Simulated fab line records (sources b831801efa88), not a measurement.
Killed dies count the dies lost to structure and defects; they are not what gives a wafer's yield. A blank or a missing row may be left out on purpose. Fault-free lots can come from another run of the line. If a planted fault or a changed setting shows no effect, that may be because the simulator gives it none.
Which tool was responsible? -- flow gf180mcu -- 41 wafers from 15 lots sampled at 4 of the route's 602 steps

== WHAT THE GAUGES SHOWED, per wafer ==
GF_M5_OVL_MEAS_08. Usual: M5_OVL 3 nm, standard deviation 6.4.
lot,measured,on,M5_OVL (nm),flag
L952,day 26 15:32,overlay-01,14 9 11,
L953,day 26 18:23,overlay-01,5 10 5,
L955,day 27 14:15,overlay-02,13 12 14,
L958,day 28 13:23,overlay-02,-3 5 5,
L959,day 28 22:23,overlay-01,11 15 14,
L960,day 28 23:02,overlay-01,0 -2 -5,
L961,day 29 12:45,overlay-01,-2 4 7,
L962,day 29 16:56,overlay-02,2 -5 2,
L963,day 30 01:23,overlay-02,8 5 -3,
L964,day 30 08:08,overlay-02,5 5 -4,
L965,day 30 14:17,overlay-02,10 8 -5,
L969,day 31 16:17,overlay-02,16 12 4,
L970,day 31 18:56,overlay-02,6,
L971,day 31 23:12,overlay-01,0,
L974,day 32 19:50,overlay-01,17 1 11,

GF_PASSIVATION_THK_MEAS_03. Usual: PASSIVATION_CVD_02_THK 701 nm, standard deviation 11.
lot,measured,on,PASSIVATION_CVD_02_THK (nm),flag
L952,day 28 12:22,film metro-01,684 705 700,
L953,day 28 15:05,film metro-04,700 707 712,
L955,day 29 09:06,film metro-04,703 713 726,
L958,day 30 08:22,film metro-01,689 683 713,
L959,day 30 15:52,film metro-01,702 703 715,
L960,day 30 15:53,film metro-04,700 696 700,
L961,day 31 06:17,film metro-02,704 705 715,
L962,day 31 09:10,film metro-01,706 686 693,
L963,day 31 15:57,film metro-01,700 709 704,
L964,day 31 23:19,film metro-01,690 682 699,
L965,day 32 04:44,film metro-04,708 699 716,
L969,day 33 05:35,film metro-04,693 718 714,
L970,day 33 07:49,film metro-02,692,
L971,day 33 12:15,film metro-02,707,
L974,day 34 06:44,film metro-01,690 684 690,

== WHICH TOOL RAN EACH LOT (tool, then ch and the chambers of the sampled wafers, then the start) ==
lot,GF_V4_CVD_02,GF_V5_SPUTTER_21
L952,"pecvd-01 ch 0,2, day 23 21:49","pvd sputter-03, day 27 14:36"
L953,"pecvd-01 ch 0,2, day 24 02:52","pvd sputter-03, day 27 16:57"
L955,"pecvd-01 ch 0,2, day 24 20:06","pvd sputter-03, day 28 12:12"
L958,"pecvd-01 ch 0,1,2, day 25 21:30","pvd sputter-02, day 29 11:41"
L959,"pecvd-01 ch 0,1,2, day 26 08:20","pvd sputter-03, day 29 18:59"
L960,"pecvd-04 ch 0,2, day 26 09:52","pvd sputter-03, day 29 19:22"
L961,"pecvd-01 ch 0,1, day 26 22:38","pvd sputter-02, day 30 10:00"
L962,"pecvd-01 ch 0,1,2, day 27 03:53","pvd sputter-03, day 30 13:15"
L963,"pecvd-04 ch 0,1,2, day 27 11:36","pvd sputter-02, day 30 20:48"
L964,"pecvd-04 ch 0,1,2, day 27 18:53","pvd sputter-01, day 31 04:14"
L965,"pecvd-02 ch 1,2, day 28 03:43","pvd sputter-03, day 31 10:11"
L969,"pecvd-01 ch 1, day 29 05:44","pvd sputter-02, day 32 11:28"
L970,"pecvd-01 ch 1, day 29 09:54","pvd sputter-03, day 32 14:11"
L971,"pecvd-01 ch 1, day 29 15:40","pvd sputter-02, day 32 17:50"
L974,"pecvd-04 ch 0,1,2, day 30 14:28","pvd sputter-03, day 33 13:30"
- GF_V4_CVD_02: deposits SiO2 from TEOS, target thk 850 nm, time 94.851 s.
- GF_V5_SPUTTER_21: material Ti, target thk 15 nm, time 80.02 s.

== WHAT THE TOOLS THEMSELVES READ (means of the sampled wafers that have a number; where no wafer has one, the mark that the record gives instead) ==
GF_V4_CVD_02. Usual: heater power w 650 W, standard deviation 86; susceptor temp C 400.04 C, standard deviation 0.21.
lot,tool,heater power w (W),susceptor temp C (C),flag
L952,pecvd-01,649,400.24,
L953,pecvd-01,655,399.97,
L955,pecvd-01,617,400.19,
L958,pecvd-01,672,399.92,
L959,pecvd-01,665,400.14,
L960,pecvd-04,649,399.89,
L961,pecvd-01,612,399.81,
L962,pecvd-01,625,400.14,
L963,pecvd-04,718,400.06,
L964,pecvd-04,668,400.04,
L965,pecvd-02,636,399.92,
L969,pecvd-01,569,400.04,
L970,pecvd-01,617,399.95,
L971,pecvd-01,539,399.90,
L974,pecvd-04,652,400.08,

GF_V5_SPUTTER_21. Usual: throttle valve pct 30.0 %, standard deviation 1.2.
lot,tool,throttle valve pct (%),flag
L952,pvd sputter-03,30.4,
L953,pvd sputter-03,30.2,
L955,pvd sputter-03,30.3,
L958,pvd sputter-02,28.3,
L959,pvd sputter-03,30.2,
L960,pvd sputter-03,30.3,
L961,pvd sputter-02,31.2,
L962,pvd sputter-03,30.3,
L963,pvd sputter-02,29.9,
L964,pvd sputter-01,28.8,
L965,pvd sputter-03,30.1,
L969,pvd sputter-02,31.0,
L970,pvd sputter-03,30.1,
L971,pvd sputter-02,26.8,
L974,pvd sputter-03,29.9,

== THE ANSWER, worked out from the rows above alone ==
Rule: a lot is off if the mean of its wafers that have a number lies more than 3 standard deviations from the usual mean. Also off: a lot with no number at a reading for which 4 or more lots have one. Where the step has rows for the other lots, those lots are counted as sound. First the gauges in route order, then the tools' own readings, where a lot's mean is used as printed above. The first step at which some lot is off is used, and at that step the reading that is off furthest; a lot without a number counts as furthest.
No lot is off on any of the readings shown, so nothing can be concluded from this.

== WHAT WAS PUT IN BY THE SIMULATOR ==
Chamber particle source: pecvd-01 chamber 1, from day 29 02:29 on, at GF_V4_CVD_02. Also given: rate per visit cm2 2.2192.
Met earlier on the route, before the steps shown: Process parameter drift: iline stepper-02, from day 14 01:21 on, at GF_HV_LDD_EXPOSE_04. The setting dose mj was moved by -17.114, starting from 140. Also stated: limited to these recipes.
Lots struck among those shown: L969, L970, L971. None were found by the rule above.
